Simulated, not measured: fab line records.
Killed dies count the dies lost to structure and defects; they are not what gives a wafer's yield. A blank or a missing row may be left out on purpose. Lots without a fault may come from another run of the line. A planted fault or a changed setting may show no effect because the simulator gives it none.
Matching of chambers || flow sky130 || SKY_LI_CONTACT_CMP_24 on cmp-01 has 4 sister chambers
The step polishes, stops on PSG, t overpolish 20 s, target thk 0 nm. 8 wafers are shown with their chamber, then 6 later ones without.

## EACH WAFER AND ITS CHAMBER
{"wafer": "L079.3", "chamber": 1, "motor-current-A (A)": 11.7, "time-to-endpoint-s (s)": 91}
{"wafer": "L080.2", "chamber": 3, "motor-current-A (A)": 11.1, "time-to-endpoint-s (s)": 104}
{"wafer": "L087.1", "chamber": 3, "motor-current-A (A)": 11.3, "time-to-endpoint-s (s)": 91}
{"wafer": "L087.3", "chamber": 0, "motor-current-A (A)": 9.7, "time-to-endpoint-s (s)": 99}
{"wafer": "L087.6", "chamber": 2, "motor-current-A (A)": 11.3, "time-to-endpoint-s (s)": 103}
{"wafer": "L088.2", "chamber": 2, "motor-current-A (A)": 9.9, "time-to-endpoint-s (s)": 95}
{"wafer": "L088.4", "chamber": 0, "motor-current-A (A)": 10.0, "time-to-endpoint-s (s)": 95}
{"wafer": "L088.6", "chamber": 1, "motor-current-A (A)": 11.9, "time-to-endpoint-s (s)": 95}

## WAFERS MISSING THEIR CHAMBER
{"wafer": "L090.1", "motor-current-A (A)": 10.0, "time-to-endpoint-s (s)": 100}
{"wafer": "L090.3", "motor-current-A (A)": 11.3, "time-to-endpoint-s (s)": 96}
{"wafer": "L090.5", "motor-current-A (A)": 11.0, "time-to-endpoint-s (s)": 103}
{"wafer": "L097.3", "motor-current-A (A)": 10.5, "time-to-endpoint-s (s)": 102}
{"wafer": "L097.5", "motor-current-A (A)": 11.8, "time-to-endpoint-s (s)": 100}
{"wafer": "L097.6", "motor-current-A (A)": 9.9, "time-to-endpoint-s (s)": 100}

## CHAMBER TAKEN BY EACH
{"wafer": "L090.1", "from the rows above": "can't be placed: 0 or 2 or 3", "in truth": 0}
{"wafer": "L090.3", "from the rows above": "can't be placed: 3 or 1 or 2", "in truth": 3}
{"wafer": "L090.5", "from the rows above": "can't be placed: 3 or 2 or 1 or 0", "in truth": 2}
{"wafer": "L097.3", "from the rows above": "can't be placed: 2 or 0 or 3", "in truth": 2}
{"wafer": "L097.5", "from the rows above": "can't be placed: 1 or 3 or 2", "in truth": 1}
{"wafer": "L097.6", "from the rows above": "can't be placed: 0 or 2", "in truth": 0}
Correctly placed: 0 of 6. Cannot be placed on the basis of these rows: 6; the candidates contain the true chamber in 6. Wrongly placed: 0.
How it was worked out, from the rows above alone: a wafer's distance from a chamber is the root of the sum, over the readings, of the square of ((its reading less the chamber's mean) divided by the reading's scatter). If the next closest chamber is less than 2 further off than the closest, the wafer can't be placed; otherwise it belongs to the closest. Each chamber's mean is taken over the wafers shown for it. How the scatter is found: for the shown wafers, subtract from each reading the mean of its chamber, square and add these, divide the total by (wafers less chambers), then take the root.
